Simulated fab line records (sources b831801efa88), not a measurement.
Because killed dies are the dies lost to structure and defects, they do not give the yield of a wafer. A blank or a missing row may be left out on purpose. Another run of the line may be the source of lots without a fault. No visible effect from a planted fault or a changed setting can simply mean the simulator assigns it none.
Matching of chambers    flow gf180mcu    4 sister chambers for GF_V4_ETCH_16 on rie-diel-02
The step etches BARC in N2/H2. 4 wafers are shown with their chamber, then 11 later ones without.

== WAFERS, EACH WITH ITS CHAMBER ==
wafer   chamber  drypump-motor-current-A (A)
L086.1  2        6.3
L087.2  3        5.8
L087.6  0        6.5
L089.2  1        5.8

== WAFERS WHOSE CHAMBER IS MISSING ==
wafer   drypump-motor-current-A (A)
L089.4  6.4
L089.6  6.5
L088.2  5.8
L088.3  6.3
L088.6  6.5
L090.1  5.8
L090.2  6.5
L090.3  5.8
L090.4  6.3
L090.5  5.8
L090.6  6.5

== WHICH CHAMBER EACH ONE RAN IN ==
wafer   from the rows above      in truth
L089.4  can't be placed: 0 or 2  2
L089.6  0                        0
L088.2  can't be placed: 1 or 3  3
L088.3  2                        2
L088.6  0                        0
L090.1  can't be placed: 1 or 3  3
L090.2  0                        0
L090.3  can't be placed: 1 or 3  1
L090.4  2                        2
L090.5  can't be placed: 1 or 3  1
L090.6  0                        0
6 of 11 placed correctly. Unplaceable from these rows: 5, with the true chamber sitting among the candidates in 5. Number placed wrongly: 0.
How it was worked out, from the rows above alone: a wafer's distance from a chamber is the root of the sum, over the readings, of the square of ((its reading less the chamber's mean) divided by the reading's scatter). If the next closest chamber is less than 2 further off than the closest, the wafer can't be placed; otherwise it belongs to the closest. For every chamber, the mean is computed from those of its wafers that are shown. The scatter: with one shown wafer a chamber, the root of the mean of the squares of how far each hidden wafer lies from its nearest shown one.
